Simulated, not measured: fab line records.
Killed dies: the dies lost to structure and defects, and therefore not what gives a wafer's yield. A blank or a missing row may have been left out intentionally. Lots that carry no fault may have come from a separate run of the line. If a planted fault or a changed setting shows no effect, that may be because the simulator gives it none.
fab line records    flow sfqLine
[record] lots = 6  wafers = 17  lastDay = 90
route steps=325 shown I2@117 M3@118
lots that met no fault: taken from a fault-free run of the same line
startH: the number of hours between the record's first day and the start of the first shown wafer of the lot    waitH: how many hours have passed since the lot's step before this one    " unchanged from the row above    L1.1+2: a single row standing in for several wafers    - no value, or no start was given    * or withheld: withheld    < > ~ a bound
route shown NAME@n: NAME is a module with steps in the file, n the number in the route of the first one    usual: mean/standard deviation taken from wafers without a fault    same: alike in all rows    chamber/n: place in a boat    sites: per-site readings    _std_site: standard deviation of those values    _edge_site: mean of outer sites minus mean of inner sites    radiusMm: how far each site lies from the wafer's centre    mask NAME#n: copy n    behind: the last tool/chamber to shape the wafer    hold: what put the lot on hold/how long, in hours/how the hold closed    device: which transistor (n, p or np) failed to switch    end of line: at the end of the route, the tests of the same wafers    a step with no rows: only its recipe    killed: dies lost to structure and defects at the first sort, not the wafer's yield    map: the dies of a wafer, with x for killed, . for not killed, _ for no die there
set.NAME: the run value of the setting; set.NAME@STEP: its run value at that earlier step    model.NAME: the simulator's own value behind a step, which no gauge read
lots at some steps of the route; a table a step, a row a wafer
services: when a tool's chamber went out of use (startH, in hours from the record's first day, below 0 if earlier), for how many hours, and the reason
[[steps]]
[step SFQ_TRILAYER_I2_VIA_STRIP_SOLV_CLEAN_072]
[recipe] chemistry = NMP  tempC = 70  timeS = 600
[step SFQ_TRILAYER_M3_DEP_PRE_CLEAN_074]
[recipe] gas = Ar  timeS = 22.5  biasV = 250
[step SFQ_TRILAYER_M3_DEP_SPUTTER_073]
[recipe] material = Nb  basePressurePa = 1.33e-06  chamberPressurePa = 0.1333  substrateTempC = 20  resputterCathodeVoltageV = 400  targetThkNm = 200  powerW = 2000  timeS = 133.3
[usual] throttleValvePct = 30.7/1.1
lot.wafer  tool           chamber  startH   waitH  throttleValvePct
L521.2     pvdSputter-06  -        879.78   0.0    30.8
L521.3     "              -        "        "      30.1
L521.6     "              -        "        "      30.4
L524.2     pvdSputter-06  -        916.50   0.0    32.6
L524.4     "              -        "        "      30.3
L524.6     "              -        "        "      30.0
L525.2     pvdSputter-05  -        925.12   0.0    30.9
L525.4     "              -        "        "      31.4
L525.5     "              -        "        "      31.5
L526.1     pvdSputter-06  -        944.14   0.0    30.7
L526.2     "              -        "        "      33.1
L526.3     "              -        "        "      30.0
L535.2     pvdSputter-05  -        1041.09  0.0    28.0
L535.4     "              -        "        "      31.4
L536.2     pvdSputter-03  -        1043.49  0.0    30.1
L536.3     "              -        "        "      30.1
L536.6     "              -        "        "      31.4
[step SFQ_M3_RS_MEAS_919]
[recipe] thkMeasGauge = four-point-probe  reads = Nb_of_TRILAYER_M3_DEP_SPUTTER_073
[usual] M3_NB_RS = 0.890/0.011
lot.wafer  tool          chamber  startH   waitH  M3_NB_RS[ohm/sq]
L521.2     filmMetro-03  -        879.89   0.1    0.889
L521.3     "             -        "        "      0.896
L521.6     "             -        "        "      0.896
L524.2     filmMetro-04  -        916.61   0.1    0.895
L524.4     "             -        "        "      0.899
L524.6     "             -        "        "      0.894
L525.2     filmMetro-04  -        925.23   0.1    0.883
L525.4     "             -        "        "      0.877
L525.5     "             -        "        "      0.880
L526.1     filmMetro-02  -        944.23   0.0    0.889
L526.2     "             -        "        "      0.887
L526.3     "             -        "        "      0.893
L535.2     filmMetro-04  -        1041.20  0.1    0.873
L535.4     "             -        "        "      0.871
L536.2     filmMetro-02  -        1043.60  0.1    0.902
L536.3     "             -        "        "      0.893
L536.6     "             -        "        "      0.888
[step SFQ_TRILAYER_M3_LITHO_COAT_080]
[recipe] resist = BARC  spinRpm = 3000  resistThkNm = 62
[step SFQ_TRILAYER_M3_LITHO_COAT_075]
[recipe] resist = KrF  spinRpm = 3000  resistThkNm = 600
[step SFQ_TRILAYER_M3_LITHO_SOFTBAKE_079]
[recipe] tempC = withheld  timeS = withheld  resist = KrF
[step SFQ_TRILAYER_M3_LITHO_EXPOSE_076]
[recipe] maskId = M3  na = 0.6  sourceShape = conventional  sigmaOuter = 0.65  targetCdNm = 500  doseMj = 14.4
[step SFQ_TRILAYER_M3_LITHO_PEB_078]
[recipe] pebTempC = 115  pebTimeS = 60  resist = KrF
[step SFQ_TRILAYER_M3_LITHO_DEVELOP_077]
[recipe] timeS = 60  resist = KrF
[step SFQ_M3_OVL_MEAS_921]
[usual] M3_OVL = 2/6.2
lot.wafer  tool        chamber  startH   waitH  M3_OVL[nm]
L521.2     overlay-02  -        1009.41  0.1    6
L521.3     "           -        "        "      2
L521.6     "           -        "        "      4
L524.2     overlay-01  -        1043.71  0.1    2
L524.4     "           -        "        "      2
L524.6     "           -        "        "      3
L525.2     overlay-01  -        1049.71  0.1    3
L525.4     "           -        "        "      8
L525.5     "           -        "        "      10
L526.1     overlay-01  -        1068.90  0.1    12
L526.2     "           -        "        "      5
L526.3     "           -        "        "      12
L535.2     overlay-01  -        1166.38  0.1    4
L535.4     "           -        "        "      2
L536.2     overlay-02  -        1168.78  0.1    -6
L536.3     "           -        "        "      0
L536.6     "           -        "        "      -5
[step SFQ_TRILAYER_M3_BARC_OPEN_METAL_ETCH_100]
[recipe] maskMaterial = PR  chemistry = O2  targetDepthNm = 125  target = BARC  icpW = 600  biasW = 80  pressureMtorr = 10  timeS = 41.7
[usual] drypumpMotorCurrentA = 5.7/0.36  oesProductAu = 0.685/0.005
lot.wafer  tool         chamber  startH   waitH  drypumpMotorCurrentA  oesProductAu  rfHoursCounterH  model.KrF_of_TRILAYER_M3_LITHO_COAT_075.thkNm
L521.2     rieMetal-03  1        1009.44  0.0    5.8                   0.685         87               524.6
L521.3     "            0        "        "      5.5                   0.692         -                525
L521.6     "            1        "        "      5.8                   0.687         -                522.7
L524.2     rieMetal-03  0        1043.74  0.0    5.5                   0.689         121              519.7
L524.4     "            0        "        "      5.5                   0.684         -                520
L524.6     "            1        "        "      5.8                   0.682         -                521.7
L525.2     rieMetal-02  0        1049.74  0.0    5.3                   0.691         139              521.7
L525.4     "            1        "        "      6.4                   0.685         -                522.5
L525.5     "            0        "        "      5.3                   0.692         -                522
L526.1     rieMetal-03  0        1068.94  0.0    5.5                   0.684         126              522
L526.2     "            1        "        "      5.8                   0.686         98               521.1
L526.3     "            1        "        "      5.8                   0.694         -                521.2
L535.2     rieMetal-03  1        1166.41  0.0    5.8                   0.685         116              531.1
L535.4     "            0        "        "      5.5                   0.677         -                523.2
L536.2     rieMetal-03  1        1168.81  0.0    5.8                   0.686         117              526.3
L536.3     "            0        "        "      5.5                   0.693         -                519.7
L536.6     "            1        "        "      5.8                   0.686         -                519.2
[step SFQ_TRILAYER_M3_ETCH_METAL_ETCH_078]
[recipe] target = Nb  stopOn = SiO2  maskMaterial = PR  chemistry = Cl2/Ar  targetDepthNm = 240  icpW = 600  biasW = 80  pressureMtorr = 10  timeS = 120
[usual] drypumpMotorCurrentA = 5.7/0.36  oesProductAu = 0.894/0.0074
lot.wafer  tool         chamber  startH   waitH  drypumpMotorCurrentA  oesProductAu  rfHoursCounterH  model.KrF_of_TRILAYER_M3_LITHO_COAT_075.thkNm
L521.2     rieMetal-03  1        1009.50  0.0    5.8                   0.891         87               381.5
L521.3     "            0        "        "      5.5                   0.891         -                384.4
L521.6     "            1        "        "      5.8                   0.887         -                379.2
L524.2     rieMetal-03  0        1043.80  0.0    5.5                   0.889         122              378
L524.4     "            0        "        "      5.5                   0.880         -                378.4
L524.6     "            1        "        "      5.8                   0.891         -                376.4
L525.2     rieMetal-02  0        1049.80  0.0    5.3                   0.896         139              380.8
L525.4     "            1        "        "      6.4                   0.902         -                382.9
L525.5     "            0        "        "      5.3                   0.896         -                379.6
L526.1     rieMetal-03  0        1069.00  0.0    5.5                   0.888         126              377.8
L526.2     "            1        "        "      5.8                   0.900         98               375.5
L526.3     "            1        "        "      5.7                   0.895         -                375.3
L535.2     rieMetal-03  1        1166.47  0.0    5.8                   0.905         116              386.2
L535.4     "            0        "        "      5.5                   0.901         -                381.1
L536.2     rieMetal-03  1        1168.87  0.0    5.8                   0.889         117              382
L536.3     "            0        "        "      5.5                   0.887         -                376.7
L536.6     "            1        "        "      5.8                   0.892         -                376.2
[step SFQ_TRILAYER_M3_STRIP_STRIP_079]
[recipe] gas = O2  powerW = 200  platenTempC = 40  overashFraction = 0.65  chemistry = O2  pressureMtorr = 50
[usual] drypumpMotorCurrentA = 5.7/0.36  oesProductAu = 1.008/0.0093
lot.wafer  tool         chamber  startH   waitH  drypumpMotorCurrentA  oesProductAu  rfHoursCounterH
L521.2     rieMetal-03  1        1009.62  0.1    5.8                   1.022         87
L521.3     "            0        "        "      5.5                   0.999         -
L521.6     "            1        "        "      5.8                   1.018         -
L524.2     rieMetal-03  0        1043.92  0.1    5.5                   0.995         122
L524.4     "            0        "        "      5.5                   1.000         -
L524.6     "            1        "        "      5.8                   1.022         -
L525.2     rieMetal-02  0        1049.92  0.1    5.3                   1.011         139
L525.4     "            1        "        "      6.5                   1.003         -
L525.5     "            0        "        "      5.3                   1.020         -
L526.1     rieMetal-03  0        1069.12  0.1    5.5                   1.005         126
L526.2     "            1        "        "      5.8                   1.020         98
L526.3     "            1        "        "      5.8                   1.017         -
L535.2     rieMetal-03  1        1166.59  0.1    5.8                   1.014         117
L535.4     "            0        "        "      5.5                   1.004         -
L536.2     rieMetal-03  1        1168.99  0.1    5.8                   1.013         117
L536.3     "            0        "        "      5.5                   1.012         -
L536.6     "            1        "        "      5.8                   1.011         -
[[services]]
tool           chamber  startH   hours  kind
rieMetal-03    0        876.51   1.5    repair
rieMetal-03    -        902.16   0.7    repair
pvdSputter-03  -        926.14   13.4   repair
pvdSputter-05  -        943.41   0.7    repair
pvdSputter-03  -        961.43   5.1    repair
rieMetal-02    -        996.27   15.2   repair
pvdSputter-05  -        1002.17  9.4    repair
pvdSputter-06  0        1020.90  -      consumableReplace:kit
pvdSputter-06  0        1020.90  18.0   scheduledDown
pvdSputter-06  0        1020.90  18.0   ventCycle
rieMetal-02    0        1061.41  -      clean
rieMetal-02    0        1061.41  27.6   scheduledDown
rieMetal-02    0        1061.41  27.6   ventCycle
rieMetal-03    0        1069.76  -      clean
rieMetal-03    0        1069.76  18.8   scheduledDown
rieMetal-03    0        1069.76  18.8   ventCycle
pvdSputter-05  -        1070.79  0.5    repair
pvdSputter-05  -        1080.16  1.8    repair
rieMetal-03    -        1091.96  1.4    pm
rieMetal-02    -        1123.35  2.8    pm
[[key]]
firstSign none at tools or gauges
[modelEffect] step = SFQ_TRILAYER_M3_BARC_OPEN_METAL_ETCH_100  value = KrF_of_TRILAYER_M3_LITHO_COAT_075.thkNm  without = 521.1  struck = 528.7
[modelEffect] step = SFQ_TRILAYER_M3_ETCH_METAL_ETCH_078  value = KrF_of_TRILAYER_M3_LITHO_COAT_075.thkNm  without = 376.4  struck = 384.1
metAt SFQ_TRILAYER_M3_BARC_OPEN_METAL_ETCH_100
struckWafers L535.2,L536.2
onsetBetween 1068.94 1166.41
[fault] kind = processParameterDrift  tool = rieMetal-03  chamber = -  onsetH = 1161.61  steps = SFQ_TRILAYER_M3_BARC_OPEN_METAL_ETCH_100  channel = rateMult  offset = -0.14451  shape = step  endH = 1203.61  scope = struckWafersOnly
